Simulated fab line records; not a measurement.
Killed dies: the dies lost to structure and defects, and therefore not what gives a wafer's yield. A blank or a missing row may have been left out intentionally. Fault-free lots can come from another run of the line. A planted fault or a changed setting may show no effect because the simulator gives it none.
Comparing a struck lot with a sound one / flow sky130 / 16 steps out of a route of 708
Sound: wafers L386.2, L386.5, L386.6. Struck: wafers L389.1, L389.2, L389.4. The cause is given at the end.
Per side, at each step with rows, come the tool, then ch with its chambers, and then its first start. Under that, the readings that differ: sound wafers / struck wafers / difference of the means / sigmas: that difference in standard deviations of wafers without a fault.
alike: readings whose means differ by less than 2 such deviations, and words and numbers that are the same on both sides. not compared: withheld readings, readings that some wafer has no value for, bounds like >300 that may hide the same value, and numbers for which the record gives no deviation and whose values overlap.
The two part at a step that has a row with sigmas, a row that says differs or no value, or rows on one side only. Non-overlapping numbers with no deviation appear without sigmas and do not part them. Lack of a reading on every wafer of one side parts them only where that side has two or more wafers.

first, 5 steps without rows for these wafers: SKY_SONOS_TUNNEL_COAT_02 (resist thk 1140 nm); SKY_SONOS_TUNNEL_SOFTBAKE_03 (time 60 s); SKY_SONOS_TUNNEL_EXPOSE_04 (exposes mask TUNM, target cd 410 nm); SKY_SONOS_TUNNEL_PEB_05; SKY_SONOS_TUNNEL_DEVELOP_06 (develop time 60 s).
SKY_SONOS_TUNNEL_CD_MEAS_07: the cd target is 410 nm.
  sound on cd-sem-01 at day 12 15:57; struck on cd-sem-01 at day 13 09:49
  alike: cd-nm
SKY_SONOS_TUNNEL_OVL_MEAS_08:
  sound on overlay-02 at day 12 16:04; struck on overlay-02 at day 13 09:56
  alike: SONOS_TUNNEL_OVL
then, 3 steps without rows for these wafers: SKY_SONOS_TUNNEL_IMPLANT_09; SKY_SONOS_TUNNEL_WET_ETCH_10 (etches SiO2 in dHF, target depth 14 nm, time 280 s); SKY_SONOS_TUNNEL_STRIP_11 (strips in SPM, time 600 s).
SKY_SONOS_TUNNEL_TW_MEAS_12:
  sound on film-metro-04 at day 12 16:31; struck on film-metro-04 at day 13 10:23
  alike: SONOS_TUNNEL_TW
then, 1 step without rows for these wafers: SKY_SONOS_TUNNEL_CLEAN_13 (cleans in dHF, time 20 s).
SKY_SONOS_ONO_OXIDATION_00: stabilise 600 s, purge 300 s, target thk 2.6 nm.
  sound on furnace-02 ch 0, day 12 18:32; struck on furnace-02 ch 0, day 13 15:20
reading=model.SiO2_of_SONOS_ONO_OXIDATION_00.thk-nm (nm); sound=2.634 2.622 2.641; struck=2.169 2.203 2.19; difference=-0.445; sigmas=
  alike: ramp-up-c-per-min, spike-tc-centre-C, spike-tc-upper-C, zone-power-upper-pct
SKY_SONOS_ONO_THK_MEAS_01:
  sound on film-metro-03 at day 12 19:54; struck on film-metro-03 at day 13 16:41
reading=SONOS_ONO_OXIDATION_THK (nm); sound=2.60 2.57 2.62; struck=2.13 2.20 2.20; difference=-0.42; sigmas=-7
then, 1 step without rows for these wafers: SKY_SONOS_ONO_CVD_02 (deposits Si3N4 from DCS/NH3, target thk 10.5 nm, time 180 s).
-- record jumps: 34 days separate the struck wafers' starts on either side; left off in module SONOS_ONO, taken up again in module PAD_OPEN, whose first shown step is the route's number 708 --
SKY_PAD_OPEN_PROBE_99:
  sound on prober-02 at day 46 22:39; struck on prober-01 at day 47 13:22
reading=model.etest.cap-ono.gate-log10-a-cm2; sound=-7.81 -7.833 -7.964; struck=-7.343 -7.464 -7.509; difference=+0.430; sigmas=
reading=model.etest.cap-ono.tox-acc-nm (nm); sound=12.83 12.79 12.99; struck=12.41 12.54 12.59; difference=-0.36; sigmas=
reading=model.etest.sonos-erased.vt-v (V); sound=-2.319 -2.335 -2.254; struck=-2.547 -2.547 -2.471; difference=-0.219; sigmas=
reading=model.etest.sonos-baked.vt-less-v (V); sound=-0.527 -0.5239 -0.4679; struck=-0.6948 -0.6809 -0.6292; difference=-0.1620; sigmas=
  alike: killed_at_M0_to_M3, killed_at_M4_up, killed-at-contacts, killed-at-front-end, killed-at-other, killed-dies, killed-open, killed-short
  not compared: model.etest.sonos-erased.drive-ua-um

== WHERE THEY PART ==
Only at SKY_SONOS_ONO_THK_MEAS_01, within this record. Later steps at which nothing parts them and some readings are alike: SKY_PAD_OPEN_PROBE_99.

WHY: whatever the simulator had introduced
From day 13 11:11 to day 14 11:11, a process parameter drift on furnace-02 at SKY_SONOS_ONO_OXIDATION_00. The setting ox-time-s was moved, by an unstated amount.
